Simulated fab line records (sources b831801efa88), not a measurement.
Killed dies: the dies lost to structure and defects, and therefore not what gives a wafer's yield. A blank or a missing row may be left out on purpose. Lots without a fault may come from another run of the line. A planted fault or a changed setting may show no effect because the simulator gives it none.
Which tool did it? | flow sky130 | route of 708 steps, sampled at 1 step: 6 lots, 18 wafers

== WHAT THE GAUGES READ, wafer by wafer ==
SKY_LOCAL_INTERCONNECT_CD_MEAS_11: target cd 170 nm.
lot  | measured     | on       | cdNm (nm)
L858 | day 30 19:50 | cdSem-02 | 169.6 168.5 170.1
L862 | day 32 11:41 | cdSem-01 | 170.4 171.0 171.7
L867 | day 34 01:36 | cdSem-01 | 171.2 171.4 171.8
L876 | day 36 23:10 | cdSem-02 | 171.5 170.3 171.1
L880 | day 37 20:26 | cdSem-01 | 168.4 169.6 168.8
L879 | day 38 00:24 | cdSem-01 | 168.6 169.1 169.9

== WHICH TOOL RAN EACH LOT (tool, then ch and the chambers of the sampled wafers, then the start) ==
The record holds no process step before these readings.

== THE ANSWER, worked out from the rows above alone ==
Rule: usual is defined by the lots themselves. Put in order of their means at a reading, lots are off if they are a third of the lots or fewer, leave a main group of 4 or more, and stand apart from it by a gap of 3 or more times the standard deviation of the main group's means; of several such gaps the widest counts. If all means in a main group match to the digits the tables above print for the reading, that group is not used. A lot without any number at a reading at which 4 lots or more have one is off too. Where the step has rows for the other lots, those lots are counted as sound.
Across all readings shown, no lot is off: no conclusion can be drawn from this.

== WHAT THE SIMULATOR HAD INSERTED ==
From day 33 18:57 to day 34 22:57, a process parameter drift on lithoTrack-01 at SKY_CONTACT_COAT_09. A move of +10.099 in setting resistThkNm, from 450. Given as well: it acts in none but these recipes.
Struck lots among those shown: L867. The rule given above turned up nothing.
